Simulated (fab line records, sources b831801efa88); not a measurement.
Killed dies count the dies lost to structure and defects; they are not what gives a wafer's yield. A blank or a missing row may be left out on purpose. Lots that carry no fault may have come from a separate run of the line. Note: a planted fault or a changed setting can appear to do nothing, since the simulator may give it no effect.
The tool behind it: which one? || flow sky130 || 11 lots with 33 wafers sampled at 3 steps, on a route of 708 steps

== WHAT THE GAUGES READ, wafer by wafer ==
SKY_SD_P_TW_MEAS_11.
{"lot": "L147", "measured": "day 26 05:41", "on": "film_metro-01", "SD_P_TW": "2858 2844 2823"}
{"lot": "L149", "measured": "day 27 03:28", "on": "film_metro-04", "SD_P_TW": "2868 2859 2855"}
{"lot": "L150", "measured": "day 27 12:21", "on": "film_metro-01", "SD_P_TW": "2841 2862 2854"}
{"lot": "L153", "measured": "day 28 10:04", "on": "film_metro-01", "SD_P_TW": "2817 2832 2827"}
{"lot": "L154", "measured": "day 28 16:25", "on": "film_metro-01", "SD_P_TW": "2824 2819 2838"}
{"lot": "L155", "measured": "day 29 10:13", "on": "film_metro-04", "SD_P_TW": "2865 2861 2874"}
{"lot": "L156", "measured": "day 29 12:26", "on": "film_metro-03", "SD_P_TW": "3022 3017 3024"}
{"lot": "L157", "measured": "day 29 23:14", "on": "film_metro-03", "SD_P_TW": "3024 3015 3037"}
{"lot": "L166", "measured": "day 32 15:27", "on": "film_metro-04", "SD_P_TW": "2863 2858 2854"}
{"lot": "L167", "measured": "day 32 22:52", "on": "film_metro-03", "SD_P_TW": "2839 2838 2839"}
{"lot": "L168", "measured": "day 33 06:35", "on": "film_metro-04", "SD_P_TW": "2860 2847 2867"}

SKY_SD_N_RS_MEAS_17: uses a four-point probe to measure.
{"lot": "L147", "measured": "day 28 16:07", "on": "film_metro-03", "SD_P_RS (ohm/sq)": "147.4 147.2 147.3"}
{"lot": "L149", "measured": "day 29 11:21", "on": "film_metro-04", "SD_P_RS (ohm/sq)": "146.7 146.8 146.9"}
{"lot": "L150", "measured": "day 29 20:53", "on": "film_metro-03", "SD_P_RS (ohm/sq)": "146.5 146.9 146.5"}
{"lot": "L153", "measured": "day 30 17:37", "on": "film_metro-01", "SD_P_RS (ohm/sq)": "147.5 147.8 147.4"}
{"lot": "L154", "measured": "day 31 00:32", "on": "film_metro-01", "SD_P_RS (ohm/sq)": "147.4 147.8 147.3"}
{"lot": "L155", "measured": "day 31 19:49", "on": "film_metro-03", "SD_P_RS (ohm/sq)": "146.4 146.3 146.9"}
{"lot": "L156", "measured": "day 31 21:38", "on": "film_metro-04", "SD_P_RS (ohm/sq)": "137.7 137.9 138.0"}
{"lot": "L157", "measured": "day 32 06:35", "on": "film_metro-03", "SD_P_RS (ohm/sq)": "138.4 138.5 138.6"}
{"lot": "L166", "measured": "day 34 21:37", "on": "film_metro-03", "SD_P_RS (ohm/sq)": "147.0 147.4 146.8"}
{"lot": "L167", "measured": "day 35 04:11", "on": "film_metro-01", "SD_P_RS (ohm/sq)": "146.9 147.5 147.4"}
{"lot": "L168", "measured": "day 35 13:28", "on": "film_metro-03", "SD_P_RS (ohm/sq)": "146.8 147.0 147.2"}

== TOOL THAT RAN EACH LOT (tool first, then ch and the chambers of the sampled wafers, then the start) ==
{"lot": "L147", "SKY_SD_P_IMPLANT_09": "implanter-01 ch 0, day 26 05:29"}
{"lot": "L149", "SKY_SD_P_IMPLANT_09": "implanter-01 ch 0, day 27 03:15"}
{"lot": "L150", "SKY_SD_P_IMPLANT_09": "implanter-04 ch 0, day 27 12:06"}
{"lot": "L153", "SKY_SD_P_IMPLANT_09": "implanter-01 ch 0, day 28 09:49"}
{"lot": "L154", "SKY_SD_P_IMPLANT_09": "implanter-03 ch 0, day 28 16:10"}
{"lot": "L155", "SKY_SD_P_IMPLANT_09": "implanter-03 ch 0, day 29 09:59"}
{"lot": "L156", "SKY_SD_P_IMPLANT_09": "implanter-03 ch 0, day 29 12:12"}
{"lot": "L157", "SKY_SD_P_IMPLANT_09": "implanter-03 ch 0, day 29 22:59"}
{"lot": "L166", "SKY_SD_P_IMPLANT_09": "implanter-03 ch 0, day 32 15:13"}
{"lot": "L167", "SKY_SD_P_IMPLANT_09": "implanter-03 ch 0, day 32 22:38"}
{"lot": "L168", "SKY_SD_P_IMPLANT_09": "implanter-04 ch 0, day 33 06:21"}
- SKY_SD_P_IMPLANT_09

== AS READ BY THE TOOLS THEMSELVES (means over the sampled wafers that have a number; for cases with no such wafer, the mark the record gives instead) ==
SKY_SD_P_IMPLANT_09.
{"lot": "L147", "tool": "implanter-01", "tilt_deg (degrees)": 0.019}
{"lot": "L149", "tool": "implanter-01", "tilt_deg (degrees)": 0.004}
{"lot": "L150", "tool": "implanter-04", "tilt_deg (degrees)": 0.021}
{"lot": "L153", "tool": "implanter-01", "tilt_deg (degrees)": -0.023}
{"lot": "L154", "tool": "implanter-03", "tilt_deg (degrees)": -0.006}
{"lot": "L155", "tool": "implanter-03", "tilt_deg (degrees)": 0.012}
{"lot": "L156", "tool": "implanter-03", "tilt_deg (degrees)": 6.263}
{"lot": "L157", "tool": "implanter-03", "tilt_deg (degrees)": 6.273}
{"lot": "L166", "tool": "implanter-03", "tilt_deg (degrees)": -0.012}
{"lot": "L167", "tool": "implanter-03", "tilt_deg (degrees)": -0.007}
{"lot": "L168", "tool": "implanter-04", "tilt_deg (degrees)": 0.005}

== THE ANSWER, worked out from the rows above alone ==
Rule: what is usual is taken from the lots themselves. The widest of any qualifying gaps counts: lots, ordered by their means at a reading, are off when they make up no more than a third of the lots, leave a main group of 4 or more, and stand apart from it by 3 or more times the standard deviation of that group's means. Not used: any main group whose means are identical at the precision the tables above print for the reading. A lot without any number at a reading at which 4 lots or more have one is off too. All remaining lots with rows at the step are treated as sound. Order of review: gauges by route order, followed by the tools' own readings, for which a lot's mean as printed above is used. The first step at which some lot is off is used, and at that step the reading that is off furthest; a lot without a number counts as furthest.
Off: L156, L157, at SKY_SD_P_TW_MEAS_11 (SD_P_TW). The main group has a mean of 2848 with a standard deviation of 14.
A tool fits if, at a process step before that reading, it ran every lot that is off, and no sound lot after the first of them. Not tried: the gauges at SKY_SD_P_TW_MEAS_11; whatever is off there is also off at SKY_SD_P_IMPLANT_09, on other tools, and gauge error can't account for it. None of those tried fits.

== WHAT THE SIMULATOR HAD INSERTED ==
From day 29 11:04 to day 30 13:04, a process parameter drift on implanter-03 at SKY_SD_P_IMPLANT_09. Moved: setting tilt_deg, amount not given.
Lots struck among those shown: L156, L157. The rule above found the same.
